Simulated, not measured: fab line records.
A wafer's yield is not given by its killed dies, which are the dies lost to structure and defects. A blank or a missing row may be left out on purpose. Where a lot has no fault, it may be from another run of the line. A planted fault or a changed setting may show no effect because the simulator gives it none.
Matching of chambers :: flow gf180mcu :: GF_STI_CMP_25 on cmp-02: 4 sister chambers
The step polishes, stops on Si3N4, t overpolish 33 s, target thk 524.6 nm. 14 wafers are shown with their chamber, then 7 later ones without.

## WAFERS PAIRED WITH THEIR CHAMBERS
wafer: L849.2
chamber: 0
motor-current-A (A): 14.3
time-to-endpoint-s (s): 122
slurry-flow-ml-min: 149.6

wafer: L849.4
chamber: 2
motor-current-A (A): 11.9
time-to-endpoint-s (s): 124
slurry-flow-ml-min: 149.5

wafer: L849.5
chamber: 1
motor-current-A (A): 11.4
time-to-endpoint-s (s): 115
slurry-flow-ml-min: 149.4

wafer: L850.1
chamber: 2
motor-current-A (A): 11.6
time-to-endpoint-s (s): 122
slurry-flow-ml-min: 149.4

wafer: L850.4
chamber: 3
motor-current-A (A): 11.1
time-to-endpoint-s (s): 112
slurry-flow-ml-min: 149.5

wafer: L850.6
chamber: 2
motor-current-A (A): 11.7
time-to-endpoint-s (s): 117
slurry-flow-ml-min: 149.1

wafer: L851.3
chamber: 2
motor-current-A (A): 11.1
time-to-endpoint-s (s): 120
slurry-flow-ml-min: 150.4

wafer: L851.4
chamber: 3
motor-current-A (A): 11.0
time-to-endpoint-s (s): 120
slurry-flow-ml-min: 150.6

wafer: L851.5
chamber: 0
motor-current-A (A): 13.7
time-to-endpoint-s (s): 124
slurry-flow-ml-min: 150.5

wafer: L852.2
chamber: 0
motor-current-A (A): 13.5
time-to-endpoint-s (s): 121
slurry-flow-ml-min: 150.2

wafer: L852.3
chamber: 1
motor-current-A (A): 11.1
time-to-endpoint-s (s): 111
slurry-flow-ml-min: 149.1

wafer: L852.5
chamber: 2
motor-current-A (A): 10.9
time-to-endpoint-s (s): 121
slurry-flow-ml-min: 150.4

wafer: L855.2
chamber: 3
motor-current-A (A): 10.6
time-to-endpoint-s (s): 116
slurry-flow-ml-min: 149.9

wafer: L855.4
chamber: 1
motor-current-A (A): 11.8
time-to-endpoint-s (s): 115
slurry-flow-ml-min: 150.0

SIGNATURES (means of the wafers above)
reading: motor-current-A
chamber 0: 13.833
chamber 1: 11.433
chamber 2: 11.440
chamber 3: 10.900
scatter within a chamber: 0.38

reading: time-to-endpoint-s
chamber 0: 122.33
chamber 1: 113.67
chamber 2: 120.80
chamber 3: 116.00
scatter within a chamber: 2.72

reading: slurry-flow-ml-min
chamber 0: 150.100
chamber 1: 149.500
chamber 2: 149.760
chamber 3: 150.000
scatter within a chamber: 0.54
Rule: for a wafer and a chamber, the distance is found by dividing, reading by reading, the gap between the wafer's reading and the chamber's mean by the reading's scatter, squaring, summing and taking the root. The wafer belongs to the nearest chamber; if the next one is less than 2 further off, it can't be placed. The scatter: take each reading less its chamber's mean, square it, sum over the shown wafers, divide by the number of wafers less the number of chambers, and take the root.

## WAFERS MISSING THEIR CHAMBER
wafer: L855.5
motor-current-A (A): 12.0
time-to-endpoint-s (s): 123
slurry-flow-ml-min: 149.7

wafer: L856.2
motor-current-A (A): 11.1
time-to-endpoint-s (s): 123
slurry-flow-ml-min: 149.8

wafer: L856.3
motor-current-A (A): 10.7
time-to-endpoint-s (s): 120
slurry-flow-ml-min: 149.9

wafer: L856.5
motor-current-A (A): 12.0
time-to-endpoint-s (s): 124
slurry-flow-ml-min: 149.9

wafer: L858.2
motor-current-A (A): 14.0
time-to-endpoint-s (s): 121
slurry-flow-ml-min: 149.9

wafer: L858.3
motor-current-A (A): 12.1
time-to-endpoint-s (s): 115
slurry-flow-ml-min: 149.9

wafer: L858.6
motor-current-A (A): 13.2
time-to-endpoint-s (s): 120
slurry-flow-ml-min: 149.7

## WHICH CHAMBER EACH ONE RAN IN
wafer: L855.5
from the rows above: 2
in truth: 2

wafer: L856.2
from the rows above: can't be placed: 2 or 3
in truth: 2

wafer: L856.3
from the rows above: can't be placed: 3 or 2 or 1
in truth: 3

wafer: L856.5
from the rows above: 2
in truth: 2

wafer: L858.2
from the rows above: 0
in truth: 0

wafer: L858.3
from the rows above: can't be placed: 1 or 2 or 3
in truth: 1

wafer: L858.6
from the rows above: 0
in truth: 0
Correct placement for 4 of the 7. Unplaceable from these rows: 3, with the true chamber sitting among the candidates in 3. Wrongly placed: 0.
